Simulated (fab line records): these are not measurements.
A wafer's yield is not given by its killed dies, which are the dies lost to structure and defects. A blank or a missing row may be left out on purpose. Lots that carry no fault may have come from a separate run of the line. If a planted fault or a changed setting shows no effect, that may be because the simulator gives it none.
Check for tools in common | flow gf180mcu | 15 lots and 45 wafers in the sample

## THE REASON FOR OPENING IT
3 of 15 lots carry a flag on the reading VT_IMPLANT_TW at GF_VT_IMPLANT_TW_MEAS_10. Fault-free wafers read 562, with a standard deviation of 3.3.
Rule: a lot gets a flag if all its wafers with a number sit over 4 standard deviations from that mean, or if no wafer of it has a number. All remaining lots are regarded as sound.

lot  | measured     | on            | VT_IMPLANT_TW, wafer by wafer | flag
L672 | day 5 15:32  | film_metro-01 | 556 558 558                   |
L675 | day 6 09:55  | film_metro-01 | 560 561 561                   |
L676 | day 6 17:56  | film_metro-01 | 559 559 559                   |
L677 | day 7 00:56  | film_metro-01 | 558 560 561                   |
L678 | day 7 07:40  | film_metro-02 | 562 563 563                   |
L679 | day 7 11:00  | film_metro-01 | 559 558 560                   |
L682 | day 8 05:18  | film_metro-02 | 696 693 693                   | FLAGGED
L683 | day 8 14:16  | film_metro-03 | 693 696 695                   | FLAGGED
L684 | day 8 19:39  | film_metro-02 | 694 697 697                   | FLAGGED
L686 | day 9 05:22  | film_metro-02 | 564 563 564                   |
L688 | day 9 18:04  | film_metro-03 | 565 566 562                   |
L690 | day 10 07:43 | film_metro-03 | 567 564 566                   |
L691 | day 10 13:40 | film_metro-01 | 558 557 556                   |
L693 | day 10 22:23 | film_metro-02 | 559 558 563                   |
L694 | day 11 03:46 | film_metro-01 | 565 563 562                   |
The mean of the flagged lots' numbers is 695, +133 from the usual (+40 standard deviations).

## EACH LOT AND THE TOOL IT RAN ON
The record keeps 1 process step preceding the reading, out of 602 steps on the route. Each cell gives the tool, then ch followed by the chambers the sampled wafers passed through, then the start.
lot  | flag    | GF_MVPSD_COAT_02
L672 |         | litho_track-01 ch 0, day 4 16:57
L675 |         | litho_track-04 ch 0, day 5 10:34
L676 |         | litho_track-04 ch 0, day 5 17:17
L677 |         | litho_track-02 ch 0, day 6 00:29
L678 |         | litho_track-01 ch 0, day 6 07:37
L679 |         | litho_track-02 ch 0, day 6 10:18
L682 | FLAGGED | litho_track-04, day 7 04:23
L683 | FLAGGED | litho_track-01, day 7 14:21
L684 | FLAGGED | litho_track-02, day 7 19:03
L686 |         | litho_track-01 ch 0, day 8 04:25
L688 |         | litho_track-01 ch 0, day 8 16:04
L690 |         | litho_track-02 ch 0, day 9 04:45
L691 |         | litho_track-01 ch 0, day 9 12:19
L693 |         | litho_track-02 ch 0, day 9 18:51
L694 |         | litho_track-02 ch 0, day 10 00:20
What these steps do:
- GF_MVPSD_COAT_02: resist thk 3000 nm.
- GF_VT_IMPLANT_TW_MEAS_10

## FLAGGED OVER TOTAL, TOOL BY TOOL (the gauges that took the reading come last)
step                     | tool           | lots run | flagged | share of the flagged lots | sound lots run after its first flagged lot
GF_MVPSD_COAT_02         | litho_track-01 | 6        | 1       | some                      | 3 (L686,L688,L691)
GF_MVPSD_COAT_02         | litho_track-02 | 6        | 1       | some                      | 3 (L690,L693,L694)
GF_MVPSD_COAT_02         | litho_track-04 | 3        | 1       | some                      | 0
GF_VT_IMPLANT_TW_MEAS_10 | film_metro-01  | 7        | 0       | none                      | -
GF_VT_IMPLANT_TW_MEAS_10 | film_metro-02  | 5        | 2       | some                      | 2 (L686,L693)
GF_VT_IMPLANT_TW_MEAS_10 | film_metro-03  | 3        | 1       | some                      | 2 (L688,L690)

## THE TABLE: WHAT IT ALLOWS
No row of the table ran every flagged lot.

## WHAT WAS PUT IN BY THE SIMULATOR
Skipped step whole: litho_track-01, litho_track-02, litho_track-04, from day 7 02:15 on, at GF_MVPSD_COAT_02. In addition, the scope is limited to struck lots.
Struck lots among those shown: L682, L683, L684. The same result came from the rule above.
